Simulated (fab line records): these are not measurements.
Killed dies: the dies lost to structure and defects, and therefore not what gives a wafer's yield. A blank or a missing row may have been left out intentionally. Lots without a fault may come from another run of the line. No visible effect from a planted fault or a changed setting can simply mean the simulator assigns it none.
Comparing a struck lot with a sound one || flow sky130 || 23 steps out of a route of 708
Sound: these wafers, L212.3, L212.4, L212.5. Wafers struck: L235.1, L235.2, L235.6. At the end, the cause is stated.
Each step with rows lists, per side, the tool, then ch with its chambers, then its first start. Under that, the readings that differ: sound wafers || struck wafers || difference of the means || sigmas: that difference in standard deviations of wafers without a fault.
alike: readings with means less than 2 such deviations apart, plus words and numbers identical on both sides. not compared: withheld readings, readings lacking a value on some wafer, bounds such as >300 that could conceal the same value, and numbers that have no deviation in the record and whose values overlap.
The two part at a step that has a row with sigmas, a row that says differs or no value, or rows on one side only. Numbers that have no deviation but don't overlap get no sigmas and don't part them. A reading that every wafer of one side lacks parts them only if that side has two wafers or more.

first, 6 steps without rows for these wafers: SKY_VT_ADJUST_LVTN_HMDS_12 (prime time 60 s); SKY_VT_ADJUST_LVTN_COAT_13 (resist thk 1140 nm); SKY_VT_ADJUST_LVTN_SOFTBAKE_14 (time 60 s); SKY_VT_ADJUST_LVTN_EXPOSE_15 (exposes mask HVN STD DERIVED, target cd 600 nm); SKY_VT_ADJUST_LVTN_PEB_16; SKY_VT_ADJUST_LVTN_DEVELOP_17 (develop time 60 s).
SKY_VT_ADJUST_LVTN_OVL_MEAS_18:
  sound: overlay-02 at day 7 16:58; struck: overlay-01 at day 14 19:14
  alike: VT_ADJUST_LVTN_01_OVL
then, 1 step without rows for these wafers: SKY_VT_ADJUST_LVTN_IMPLANT_19.
SKY_VT_ADJUST_LVTN_STRIP_20: strips in O2/N2.
  sound on plasma-asher-01 ch 0,1, day 7 17:10; struck on plasma-asher-01 ch 0,1, day 14 19:25
  alike: drypump-motor-current-A, o2-flow-sccm, oes-product-au, strip-time-to-endpoint-s
  not compared: rf-hours-counter-h
SKY_VT_ADJUST_LVTN_TW_MEAS_21:
  sound: film-metro-04 at day 7 17:15; struck: film-metro-02 at day 14 19:31
  alike: VT_ADJUST_LVTN_2_TW
then, 2 steps without rows for these wafers: SKY_VT_ADJUST_NCORE_DEHYDRATE_00 (time 60 s); SKY_VT_ADJUST_NCORE_HMDS_01 (prime time 60 s).
SKY_VT_ADJUST_NCORE_COAT_02: resist thk 1140 nm.
  sound on litho-track-02 ch 0, day 8 03:17; struck on litho-track-02 ch 0, day 15 09:59
{"reading": "model.NOVOLAK_of_VT_ADJUST_NCORE_COAT_02.thk-nm (nm)", "sound": "1140 1139 1142", "struck": "1192 1196 1192", "difference": "+53", "sigmas": ""}
  alike: exhaust-pa
then, 3 steps without rows for these wafers: SKY_VT_ADJUST_NCORE_SOFTBAKE_03 (time 60 s); SKY_VT_ADJUST_NCORE_EXPOSE_04 (exposes mask LVTN COMPLEMENT THIN, target cd 380 nm); SKY_VT_ADJUST_NCORE_PEB_05.
SKY_VT_ADJUST_NCORE_DEVELOP_06: develop time 60 s.
  sound on litho-track-04 ch 0, day 8 13:29; struck on litho-track-01 ch 0, day 16 00:11
{"reading": "model.NOVOLAK_of_VT_ADJUST_NCORE_COAT_02.thk-nm (nm)", "sound": "1140 1138 1141", "struck": "1192 1196 1191", "difference": "+53", "sigmas": ""}
  alike: exhaust-pa
SKY_VT_ADJUST_NCORE_CD_MEAS_07: the cd target is 380 nm.
  sound: cd-sem-01 at day 8 13:38; struck: cd-sem-01 at day 16 00:20
  alike: cd-nm
SKY_VT_ADJUST_NCORE_OVL_MEAS_08:
  sound: overlay-01 at day 8 13:44; struck: overlay-01 at day 16 00:27
  alike: VT_ADJUST_NCORE_OVL
then, 1 step without rows for these wafers: SKY_VT_ADJUST_NCORE_IMPLANT_09.
SKY_VT_ADJUST_NCORE_STRIP_10: strips in O2/N2.
  sound on plasma-asher-01 ch 0,1, day 8 13:56; struck on plasma-asher-01 ch 0,1, day 16 00:38
{"reading": "strip-time-to-endpoint-s (s)", "sound": "14.19 14.15 14.19", "struck": "14.74 14.80 14.74", "difference": "+0.58", "sigmas": "+14"}
  alike: drypump-motor-current-A, o2-flow-sccm, oes-product-au
  not compared: rf-hours-counter-h
SKY_VT_ADJUST_NCORE_TW_MEAS_11:
  sound: film-metro-02 at day 8 14:01; struck: film-metro-03 at day 16 00:44
  alike: VT_ADJUST_NCORE_TW
-- a jump in the record: the struck wafers' starts before and after are 35 days apart (it breaks off in module VT_ADJUST_NCORE and resumes in module PAD_OPEN, where the first step shown is number 708 of the route) --
SKY_PAD_OPEN_PROBE_99:
  sound: prober-02 at day 45 20:19; struck: prober-01 at day 51 07:34
  alike: killed_at_M0_to_M3, killed_at_M4_up, killed-at-contacts, killed-at-front-end, killed-at-other, killed-dies, killed-on-rim, killed-open, killed-short

## WHERE THEY PART
Within this record, at SKY_VT_ADJUST_NCORE_STRIP_10 only. Later steps at which nothing parts them and some readings are alike: SKY_VT_ADJUST_NCORE_TW_MEAS_11, SKY_PAD_OPEN_PROBE_99.

WHY: what the simulator had put in
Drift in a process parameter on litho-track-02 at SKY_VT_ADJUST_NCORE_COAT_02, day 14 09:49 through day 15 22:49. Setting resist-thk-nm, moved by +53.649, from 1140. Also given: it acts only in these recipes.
